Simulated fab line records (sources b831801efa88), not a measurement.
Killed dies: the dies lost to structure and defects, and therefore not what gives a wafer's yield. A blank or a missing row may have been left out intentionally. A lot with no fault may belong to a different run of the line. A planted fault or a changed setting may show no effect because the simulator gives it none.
What tool caused it? | flow gf180mcu | 13 lots, 39 wafers sampled, at 4 steps of a route of 602

WHAT EACH GAUGE READ, for each wafer
No reading from a measuring or inspecting step in the record can be judged against a usual standard deviation.

TOOL THAT RAN EACH LOT (tool first, then ch and the chambers of the sampled wafers, then the start)
lot  | GF_V1_ETCH_17                      | GF_MIM_SPUTTER_00            | GF_MIM_SPUTTER_08            | GF_MIM_SPUTTER_09
L315 | rie-diel-02 ch 0,1,2, day 18 02:00 | pvd-sputter-04, day 24 09:50 | pvd-sputter-03, day 24 10:12 | pvd-sputter-03, day 24 10:13
L317 | rie-diel-01 ch 0,1,2, day 18 22:00 | pvd-sputter-04, day 25 05:03 | pvd-sputter-02, day 25 05:25 | pvd-sputter-02, day 25 05:26
L319 | rie-diel-01 ch 0,1,2, day 19 17:00 | pvd-sputter-02, day 25 20:35 | pvd-sputter-03, day 25 20:57 | pvd-sputter-03, day 25 20:58
L320 | rie-diel-04 ch 0,1,3, day 20 04:00 | pvd-sputter-03, day 26 07:02 | pvd-sputter-02, day 26 07:23 | pvd-sputter-02, day 26 07:25
L321 | rie-diel-02 ch 1,2,3, day 20 08:00 | pvd-sputter-03, day 26 10:49 | pvd-sputter-04, day 26 11:10 | pvd-sputter-04, day 26 11:11
L322 | rie-diel-01 ch 0,2,3, day 20 19:00 | pvd-sputter-03, day 26 18:01 | pvd-sputter-04, day 26 18:23 | pvd-sputter-04, day 26 18:24
L323 | rie-diel-02 ch 1,3, day 21 09:00   | pvd-sputter-02, day 27 08:08 | pvd-sputter-04, day 27 08:30 | pvd-sputter-04, day 27 08:31
L324 | rie-diel-04 ch 0,1,3, day 21 17:00 | pvd-sputter-04, day 27 14:52 | pvd-sputter-02, day 27 15:13 | pvd-sputter-02, day 27 15:14
L328 | rie-diel-02 ch 0,2,3, day 23 00:00 | pvd-sputter-04, day 28 17:05 | pvd-sputter-02, day 28 17:27 | pvd-sputter-02, day 28 17:28
L330 | rie-diel-04 ch 1,3, day 23 12:00   | pvd-sputter-03, day 29 02:29 | pvd-sputter-02, day 29 02:52 | pvd-sputter-02, day 29 02:53
L329 | rie-diel-02 ch 1,3, day 23 17:00   | pvd-sputter-03, day 29 07:56 | pvd-sputter-04, day 29 08:18 | pvd-sputter-04, day 29 08:19
L332 | rie-diel-01 ch 0,1,2, day 24 12:00 | pvd-sputter-03, day 29 23:56 | pvd-sputter-02, day 30 00:18 | pvd-sputter-02, day 30 00:19
L334 | rie-diel-01 ch 0,1, day 24 20:00   | pvd-sputter-04, day 30 07:34 | pvd-sputter-02, day 30 07:56 | pvd-sputter-02, day 30 07:58
- GF_V1_ETCH_17: etches SiO2 in C4F8/O2/Ar, stops on TiN, target depth 630 nm.
- GF_MIM_SPUTTER_00: material Ti, target thk 37.5 nm, time 150 s.
- GF_MIM_SPUTTER_08: material AlCu, target thk 200 nm, time 10.6 s.
- GF_MIM_SPUTTER_09: material TiN, target thk 35 nm, time 29.2 s.

AS READ BY THE TOOLS THEMSELVES (means over the sampled wafers that have a number; for cases with no such wafer, the mark the record gives instead)
GF_V1_ETCH_17. Usual: bias-w 1200 W, standard deviation 3.7; oes-product-au 0.856 a.u., standard deviation 0.0042.
lot  | tool        | bias-w (W) | oes-product-au (a.u.) | flag
L315 | rie-diel-02 | 1198       | 0.863                 |
L317 | rie-diel-01 | 1199       | 0.855                 |
L319 | rie-diel-01 | 1202       | 0.852                 |
L320 | rie-diel-04 | 1202       | 0.855                 |
L321 | rie-diel-02 | 1202       | 0.856                 |
L322 | rie-diel-01 | 1197       | 0.856                 |
L323 | rie-diel-02 | 1202       | 0.857                 |
L324 | rie-diel-04 | 1199       | 0.855                 |
L328 | rie-diel-02 | 1201       | 0.853                 |
L330 | rie-diel-04 | 1205       | 0.860                 |
L329 | rie-diel-02 | 1199       | 0.861                 |
L332 | rie-diel-01 | 1233       | 0.854                 | OFF
L334 | rie-diel-01 | 1235       | 0.858                 | OFF

GF_MIM_SPUTTER_00. Usual: throttle-valve-pct reads 30.0 % (standard deviation 0.68).
lot  | tool           | throttle-valve-pct (%) | flag
L315 | pvd-sputter-04 | 30.4                   |
L317 | pvd-sputter-04 | 30.0                   |
L319 | pvd-sputter-02 | 29.8                   |
L320 | pvd-sputter-03 | 29.7                   |
L321 | pvd-sputter-03 | 29.8                   |
L322 | pvd-sputter-03 | 30.2                   |
L323 | pvd-sputter-02 | 28.8                   |
L324 | pvd-sputter-04 | 30.1                   |
L328 | pvd-sputter-04 | 30.1                   |
L330 | pvd-sputter-03 | 30.0                   |
L329 | pvd-sputter-03 | 29.5                   |
L332 | pvd-sputter-03 | 30.2                   |
L334 | pvd-sputter-04 | 30.1                   |

GF_MIM_SPUTTER_08. Usual: throttle-valve-pct reads 30.0 % (standard deviation 0.87).
lot  | tool           | throttle-valve-pct (%) | flag
L315 | pvd-sputter-03 | 30.3                   |
L317 | pvd-sputter-02 | 29.8                   |
L319 | pvd-sputter-03 | 30.6                   |
L320 | pvd-sputter-02 | 29.8                   |
L321 | pvd-sputter-04 | 30.2                   |
L322 | pvd-sputter-04 | 30.2                   |
L323 | pvd-sputter-04 | 29.8                   |
L324 | pvd-sputter-02 | 29.0                   |
L328 | pvd-sputter-02 | 30.0                   |
L330 | pvd-sputter-02 | 29.7                   |
L329 | pvd-sputter-04 | 30.3                   |
L332 | pvd-sputter-02 | 29.5                   |
L334 | pvd-sputter-02 | 30.3                   |

GF_MIM_SPUTTER_09. Usual: throttle-valve-pct reads 29.9 % (standard deviation 0.87).
lot  | tool           | throttle-valve-pct (%) | flag
L315 | pvd-sputter-03 | 30.2                   |
L317 | pvd-sputter-02 | 29.7                   |
L319 | pvd-sputter-03 | 30.3                   |
L320 | pvd-sputter-02 | 30.0                   |
L321 | pvd-sputter-04 | 30.1                   |
L322 | pvd-sputter-04 | 30.3                   |
L323 | pvd-sputter-04 | 29.9                   |
L324 | pvd-sputter-02 | 28.9                   |
L328 | pvd-sputter-02 | 30.1                   |
L330 | pvd-sputter-02 | 29.7                   |
L329 | pvd-sputter-04 | 30.2                   |
L332 | pvd-sputter-02 | 29.4                   |
L334 | pvd-sputter-02 | 30.1                   |

THE ANSWER, worked out from the rows above alone
Rule: lot off if the mean of its wafers having a number is beyond 3 standard deviations from the usual mean. A lot without any number at a reading at which 4 lots or more have one is off too. All remaining lots with rows at the step are treated as sound. Order of review: gauges by route order, followed by the tools' own readings, for which a lot's mean as printed above is used. At the first step where some lot is off, the reading lying furthest off is the one used; lots without a number count as furthest.
Off, at GF_V1_ETCH_17 on bias-w: L332, L334.
A tool fits if, at that step or a process step before it, it ran every lot that is off, and no sound lot after the first of them. One fits: rie-diel-01 at GF_V1_ETCH_17. A fault onset in the window from L322 (day 20 19:00, its last sound lot) to L332 (day 24 12:00, its first lot off) fits.
The tool's own readings at GF_V1_ETCH_17 bear it out: on the lots that are off they differ by more than 5 times the standard deviation of the sound lots' means. bias-w reads 1234 W there against 1201 W on the sound lots.

WHAT HAD BEEN PUT IN BY THE SIMULATOR
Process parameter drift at GF_V1_ETCH_17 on rie-diel-01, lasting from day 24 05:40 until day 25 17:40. A move of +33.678 in setting bias-w, from 1200. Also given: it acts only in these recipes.
Struck lots among those shown: L332, L334. This agrees with what the rule above found.
